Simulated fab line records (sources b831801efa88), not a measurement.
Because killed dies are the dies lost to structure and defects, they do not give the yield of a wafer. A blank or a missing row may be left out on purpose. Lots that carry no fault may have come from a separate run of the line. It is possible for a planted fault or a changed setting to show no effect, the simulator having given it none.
Matching of chambers | flow gf180mcu | GF_CONTACT_CMP_04 on cmp-01 has 4 sister chambers
The step polishes SiO2. 4 wafers are shown with their chamber, then 8 later ones without.

== WAFERS, EACH WITH ITS CHAMBER ==
wafer  | chamber | time_to_endpoint_s (s)
L472.4 | 2       | 106
L473.2 | 1       | 109
L473.6 | 3       | 117
L474.1 | 0       | 119

== WAFERS WITHOUT THEIR CHAMBER ==
wafer  | time_to_endpoint_s (s)
L474.2 | 108
L474.3 | 99
L475.3 | 107
L475.4 | 110
L475.6 | 102
L483.1 | 95
L483.2 | 101
L483.6 | 104

== EACH ONE'S CHAMBER ==
wafer  | from the rows above               | in truth
L474.2 | can't be placed: 1 or 2 or 3 or 0 | 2
L474.3 | can't be placed: 2 or 1           | 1
L475.3 | can't be placed: 2 or 1 or 3      | 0
L475.4 | can't be placed: 1 or 2 or 3 or 0 | 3
L475.6 | can't be placed: 2 or 1           | 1
L483.1 | can't be placed: 2 or 1           | 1
L483.2 | can't be placed: 2 or 1           | 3
L483.6 | can't be placed: 2 or 1           | 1
Correctly placed: 0 of 8. Can't be placed from these rows: 8 (the true chamber is among the candidates in 6). Number placed wrongly: 0.
How it was worked out, from the rows above alone: a wafer's distance from a chamber is the root of the sum, over the readings, of the square of ((its reading less the chamber's mean) divided by the reading's scatter). The wafer belongs to the nearest chamber; if the next one is less than 2 further off, it can't be placed. The mean given for a chamber averages the wafers shown for that chamber. The scatter: root of mean squared gap, hidden wafer to nearest shown wafer, with one shown wafer a chamber.
